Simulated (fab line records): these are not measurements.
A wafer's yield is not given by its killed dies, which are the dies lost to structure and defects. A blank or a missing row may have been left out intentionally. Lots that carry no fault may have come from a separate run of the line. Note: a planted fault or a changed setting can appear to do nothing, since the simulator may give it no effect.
Code-filled problem report in 8D (eight disciplines) form / flow sky130 / the parts of the form that need people (team, actions taken, sign-off) are left out

1. PROBLEM STATEMENT
Mean of prime-temp-c at SKY_SD_P_HMDS_01: 114.10 C across 6 wafers in 2 lots; on wafers with no fault it is 120.00 C (standard deviation 0.12). That is -49 standard deviations from the usual mean.
The step: prime time 60 s.
First observed at day 27 21:33: wafer L519.1, on litho-track-01. The record holds 39 wafers of 13 lots with a number at this step. Rule for "out", or "out of limits": more than 4 standard deviations from the usual mean. The rest of the wafers with a number are treated as sound.

2. WHAT THIS IS AND IS NOT
question=which readings at this step | is=prime-temp-c | is not=-
question=which lots | is=L519, L520 | is not=L511, L512, L514, L515, L516, L517, L529, L530, L531, L532, L533
question=which wafers of those lots | is=all that have a number | is not=-
question=read on which tools | is=litho-track-01 | is not=litho-track-02, litho-track-04
question=when | is=from day 27 21:33 | is not=up to then (18 sound wafers); but 15 sound wafers of L529, L530, L531, L532, L533 came after

3. WHAT RULES OUT EACH SUSPECT
Counting: a tool stays on the suspect list if, at a process step up to the reading, it processed all lots that are out and no sound lot following the first of them.
- litho-track-01 at SKY_SD_P_HMDS_01 (prime time 60 s): ruled out as a lasting fault. After its first lot that is out, L519 (day 27 21:33), sound lots L530, L531 ran on it.
Left after counting: nothing in the record.

4. THE CAUSE (what the simulator had put in)
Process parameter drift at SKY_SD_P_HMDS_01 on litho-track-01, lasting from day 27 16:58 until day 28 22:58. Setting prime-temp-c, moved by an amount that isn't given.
Counting ruled it out, wrongly.

5. THE EFFECT CHAIN, in route order
Rows list readings where the struck wafers' mean (over those with a number) sits beyond 3 standard deviations from the usual. Only readings for which the record gives a usual standard deviation are gone through. hours: the time from each lot's start at the first step in this table that gives one to its start at this step, as a median over the lots. sigmas: the change in usual standard deviations.
hours=0; step=SKY_SD_P_HMDS_01; reading=prime-temp-c; usual=120.00 C; on struck wafers=114.10; change=-5.90; sigmas=-49
Its process steps:
- SKY_SD_P_HMDS_01: prime time 60 s.
At these later measuring or inspecting steps, every struck wafer for which the step has a row has a number for every such reading, and none has moved that far: SKY_VIA2_THK_MEAS_23.

6. HOW IT WOULD HAVE BEEN CAUGHT EARLIER
5 hours passed between the start of the fault at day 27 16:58 and the first reading out of limits in this record, taken at day 27 21:33.
